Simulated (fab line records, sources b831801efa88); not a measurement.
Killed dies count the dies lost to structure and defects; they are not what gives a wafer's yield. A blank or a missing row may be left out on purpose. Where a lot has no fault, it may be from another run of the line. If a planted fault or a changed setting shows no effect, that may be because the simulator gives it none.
A struck lot beside a sound one ; flow sky130 ; 17 steps out of a route of 708
Sound: these wafers, L432.2, L432.4, L432.6. Wafers L443.1, L443.2, L443.5 were the ones struck. The cause is given at the end.
For every step that has rows: the tool of each side, followed by ch and its chambers, followed by its first start. Under that, the readings that differ: sound wafers ; struck wafers ; difference of the means ; sigmas: that difference in standard deviations of wafers without a fault.
alike: words and numbers the same on both sides, and readings whose means are apart by under 2 such deviations; not compared: readings that were withheld, readings missing a value for some wafer, numbers with overlapping values and no deviation given by the record, and bounds like >300 which may hide the same value.
The two part at a step that has a row with sigmas, a row that says differs or no value, or rows on one side only. Numbers that have no deviation but don't overlap get no sigmas and don't part them. Lack of a reading on every wafer of one side parts them only where that side has two or more wafers.

first, 1 step without rows for these wafers: SKY_VT_ADJUST_LVTN_IMPLANT_19.
SKY_VT_ADJUST_LVTN_STRIP_20: strips in O2/N2.
  sound on plasma_asher-04 ch 0,1, day 8 11:25; struck on plasma_asher-02 ch 0,1, day 11 15:25
  alike: chamber_pressure_mTorr, drypump_motor_current_A, oes_product_au, strip_time_to_endpoint_s
  not compared: rf_hours_counter_h
SKY_VT_ADJUST_LVTN_TW_MEAS_21:
  sound: film_metro-01 at day 8 11:32; struck: film_metro-03 at day 11 15:31
  alike: VT_ADJUST_LVTN_2_TW
then, 7 steps without rows for these wafers: SKY_VT_ADJUST_NCORE_DEHYDRATE_00 (time 60 s); SKY_VT_ADJUST_NCORE_HMDS_01 (prime time 60 s); SKY_VT_ADJUST_NCORE_COAT_02 (resist thk 1140 nm); SKY_VT_ADJUST_NCORE_SOFTBAKE_03 (time 60 s); SKY_VT_ADJUST_NCORE_EXPOSE_04 (exposes mask LVTN COMPLEMENT THIN, target cd 380 nm); SKY_VT_ADJUST_NCORE_PEB_05; SKY_VT_ADJUST_NCORE_DEVELOP_06 (develop time 60 s).
SKY_VT_ADJUST_NCORE_CD_MEAS_07: target cd 380 nm.
  sound: cd_sem-01 at day 9 08:27; struck: cd_sem-01 at day 12 15:08
  alike: cd_nm
SKY_VT_ADJUST_NCORE_OVL_MEAS_08:
  sound: overlay-01 at day 9 08:34; struck: overlay-02 at day 12 15:16
  alike: VT_ADJUST_NCORE_OVL
SKY_VT_ADJUST_NCORE_IMPLANT_09:
  sound on implanter-04 ch 0, day 9 08:37; struck on implanter-04 ch 0, day 12 15:17
reading;sound;struck;difference;sigmas
dose_ions_cm2;2.3978e+12 2.4022e+12 2.3972e+12;1.7169e+12 1.7183e+12 1.7166e+12;-6.8180e+11;-99 or more
faraday_current_uA;13.33 13.37 13.31;9.95 9.86 9.56;-3.55;-14
  alike: end_station_pressure_torr
SKY_VT_ADJUST_NCORE_STRIP_10: strips in O2/N2.
  sound on plasma_asher-04 ch 0,1, day 9 08:44; struck on plasma_asher-03 ch 0,1, day 12 15:26
reading;sound;struck;difference;sigmas
strip_time_to_endpoint_s (s);14.28 14.29 14.25;14.16 14.20 14.21;-0.08;-2
  alike: chamber_pressure_mTorr, drypump_motor_current_A, oes_product_au
  not compared: rf_hours_counter_h
SKY_VT_ADJUST_NCORE_TW_MEAS_11:
  sound: film_metro-03 at day 9 08:51; struck: film_metro-01 at day 12 15:32
reading;sound;struck;difference;sigmas
VT_ADJUST_NCORE_TW;221.2 220.2 221.3;196.9 195.3 195.9;-24.9;-9
then, 1 step without rows for these wafers: SKY_VT_ADJUST_HVTR_DEHYDRATE_00 (time 60 s).
-- record jumps: 37 days separate the struck wafers' starts on either side; left off in module VT_ADJUST_HVTR, taken up again in module PAD_OPEN, whose first shown step is the route's number 708 --
SKY_PAD_OPEN_PROBE_99:
  sound: prober-01 at day 46 11:36; struck: prober-01 at day 49 05:32
reading;sound;struck;difference;sigmas
model.etest.nfet_16v.r_on_ohm_um;1.412e+04 1.439e+04 1.424e+04;1.277e+04 1.278e+04 1.268e+04;-1.507e+03;
model.etest.pfet_16v.r_on_ohm_um;1.484e+04 1.508e+04 1.522e+04;1.586e+04 1.606e+04 1.585e+04;+8.767e+02;
model.etest.pfet_g5v0d10v5.r_on_ohm_um;4686 4726 4700;5131 5087 5020;+375;
model.etest.tip_p.rs_ohm_sq;6873 6957 6912;7269 7284 7265;+359;
model.etest.pfet_01v8.r_on_ohm_um;2900 2904 2882;3228 3157 3140;+280;
model.etest.res_pwell_under_gate.rs_ohm_sq;2262 2266 2268;2380 2386 2381;+117;
model.etest.nfet_g5v0d10v5.r_on_ohm_um;1874 1879 1882;1810 1809 1793;-74;
model.etest.tip_p_5v.rs_ohm_sq;2852 2848 2854;2935 2941 2952;+91;
  alike: killed_at_M0_to_M3, killed_at_M4_up, killed_at_contacts, killed_at_front_end, killed_at_other, killed_dies, killed_on_rim, killed_open, killed_short

== WHERE THEY PART ==
At SKY_VT_ADJUST_NCORE_IMPLANT_09 first; at SKY_VT_ADJUST_NCORE_TW_MEAS_11 last (within this record only). Later steps at which nothing parts them and some readings are alike: SKY_PAD_OPEN_PROBE_99.

WHY: what the simulator had put in
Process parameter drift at SKY_VT_ADJUST_NCORE_IMPLANT_09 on implanter-04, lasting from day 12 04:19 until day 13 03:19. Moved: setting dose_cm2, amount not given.
